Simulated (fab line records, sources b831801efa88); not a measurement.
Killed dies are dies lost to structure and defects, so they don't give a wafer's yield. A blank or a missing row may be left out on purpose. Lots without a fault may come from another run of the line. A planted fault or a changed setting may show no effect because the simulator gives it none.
Problem report in the 8D (eight disciplines) form, filled by code | flow gf180mcu | the parts of the form that need people (team, actions taken, sign-off) are left out

1. THE PROBLEM
dose_ions_cm2 at GF_VT_IMPLANT_IMPLANT_08 reads a mean of 9.004e+12 on 6 wafers of 2 lots; wafers without a fault read 8.289e+12 with a standard deviation of 9.4e+09. That is +76 standard deviations from the usual mean.
First seen on wafer L363.1, day 8 11:27, on implanter-03. The record holds 42 wafers of 14 lots with a number at this step. Rule for "out", or "out of limits": more than 4 standard deviations from the usual mean. The other wafers with a number count as sound.

2. WHAT IT IS AND WHAT IT IS NOT
question                    | is                     | is not
which readings at this step | dose_ions_cm2          | -
which lots                  | L363, L367             | L353, L354, L355, L356, L359, L360, L368, L369, L370, L371, L374, L375
which wafers of those lots  | all that have a number | -
read on which tools         | implanter-03           | implanter-02, implanter-04
when                        | from day 8 11:27       | up to then (18 sound wafers); but 18 sound wafers of L368, L369, L370, L371, L374, L375 came after

3. SUSPECTS, AND WHAT RULES EACH OUT
Counting: a tool at a process step up to the reading stays a suspect if it ran every lot that is out and no sound lot after the first of them.
- implanter-03 at GF_VT_IMPLANT_IMPLANT_08: kept. It ran every lot that is out, first L363 (day 8 11:27), and no sound lot after that; its last sound lot up to then is L360 (day 7 15:40). Its own readings are out on those wafers: dose_ions_cm2.
Left after counting: implanter-03 at GF_VT_IMPLANT_IMPLANT_08.

4. THE CAUSE (what the simulator had put in)
Process parameter drift: implanter-03, from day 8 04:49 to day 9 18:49, at GF_VT_IMPLANT_IMPLANT_08. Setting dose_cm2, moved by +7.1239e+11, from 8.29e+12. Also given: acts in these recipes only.
Counting left only this tool.

5. THE CHAIN OF EFFECTS, in route order
Each row: a reading whose mean over the struck wafers that have a number lies more than 3 standard deviations from the usual. Only readings for which the record gives a usual standard deviation are gone through. hours: the time from each lot's start at the first step in this table that gives one to its start at this step, as a median over the lots. sigmas: the change in usual standard deviations.
hours | step                     | reading            | usual     | on struck wafers | change     | sigmas
0     | GF_VT_IMPLANT_IMPLANT_08 | dose_ions_cm2      | 8.289e+12 | 9.004e+12        | +7.148e+11 | +76
0     | GF_VT_IMPLANT_IMPLANT_08 | faraday_current_uA | 46.7      | 50.5             | +3.8       | +3.9
0     | GF_VT_IMPLANT_TW_MEAS_10 | VT_IMPLANT_TW      | 559       | 580              | +20        | +3.4
The process steps in it:
- GF_VT_IMPLANT_IMPLANT_08
Later measuring or inspecting steps at which every struck wafer that the step has a row for has a number for every such reading, and none has moved that far: GF_M2_THK_MEAS_06, GF_M2_OVL_MEAS_15.

6. WHAT WOULD HAVE CAUGHT IT SOONER
In this record the first reading out of limits was taken at day 8 11:27, 7 hours after the fault began at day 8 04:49.
